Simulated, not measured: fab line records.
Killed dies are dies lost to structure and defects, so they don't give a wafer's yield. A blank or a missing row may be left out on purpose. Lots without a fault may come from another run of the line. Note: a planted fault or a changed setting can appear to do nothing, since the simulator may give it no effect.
Chamber matching :: flow sky130 :: cmp-01 running SKY_VIA3_CMP_02: 4 sister chambers
The step polishes SiO2. 8 wafers are shown with their chamber, then 9 later ones without.

EACH WAFER AND ITS CHAMBER
wafer: L433.2
chamber: 1
motorCurrentA (A): 13.2
slurryFlowMlMin: 150.2

wafer: L433.3
chamber: 0
motorCurrentA (A): 10.7
slurryFlowMlMin: 150.0

wafer: L435.1
chamber: 3
motorCurrentA (A): 9.6
slurryFlowMlMin: 150.0

wafer: L435.2
chamber: 2
motorCurrentA (A): 11.9
slurryFlowMlMin: 150.1

wafer: L435.3
chamber: 1
motorCurrentA (A): 13.6
slurryFlowMlMin: 151.0

wafer: L437.4
chamber: 0
motorCurrentA (A): 11.4
slurryFlowMlMin: 150.3

wafer: L437.5
chamber: 3
motorCurrentA (A): 10.1
slurryFlowMlMin: 150.2

wafer: L437.6
chamber: 2
motorCurrentA (A): 11.7
slurryFlowMlMin: 150.4

WAFERS WITHOUT THEIR CHAMBER
wafer: L439.1
motorCurrentA (A): 13.6
slurryFlowMlMin: 149.5

wafer: L439.4
motorCurrentA (A): 9.5
slurryFlowMlMin: 149.5

wafer: L439.5
motorCurrentA (A): 12.3
slurryFlowMlMin: 150.1

wafer: L441.4
motorCurrentA (A): 11.7
slurryFlowMlMin: 150.2

wafer: L441.5
motorCurrentA (A): 9.9
slurryFlowMlMin: 150.0

wafer: L441.6
motorCurrentA (A): 11.4
slurryFlowMlMin: 150.2

wafer: L442.2
motorCurrentA (A): 11.5
slurryFlowMlMin: 149.7

wafer: L442.3
motorCurrentA (A): 11.5
slurryFlowMlMin: 150.7

wafer: L442.4
motorCurrentA (A): 10.1
slurryFlowMlMin: 150.5

THE CHAMBER EACH PASSED THROUGH
wafer: L439.1
from the rows above: 1
in truth: 1

wafer: L439.4
from the rows above: 3
in truth: 3

wafer: L439.5
from the rows above: 2
in truth: 2

wafer: L441.4
from the rows above: can't be placed: 2 or 0
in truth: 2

wafer: L441.5
from the rows above: 3
in truth: 3

wafer: L441.6
from the rows above: can't be placed: 0 or 2
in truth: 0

wafer: L442.2
from the rows above: can't be placed: 2 or 0
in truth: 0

wafer: L442.3
from the rows above: can't be placed: 2 or 0
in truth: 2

wafer: L442.4
from the rows above: can't be placed: 3 or 0
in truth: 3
4 of 9 placed correctly. From these rows, 5 cannot be placed; in 5 the true chamber is one of the candidates. Wrongly placed: 0.
How it was worked out, from the rows above alone: a wafer's distance from a chamber is the root of the sum, over the readings, of the square of ((its reading less the chamber's mean) divided by the reading's scatter). If the next closest chamber is less than 2 further off than the closest, the wafer can't be placed; otherwise it belongs to the closest. For every chamber, the mean is computed from those of its wafers that are shown. The scatter: take each reading less its chamber's mean, square it, sum over the shown wafers, divide by the number of wafers less the number of chambers, and take the root.
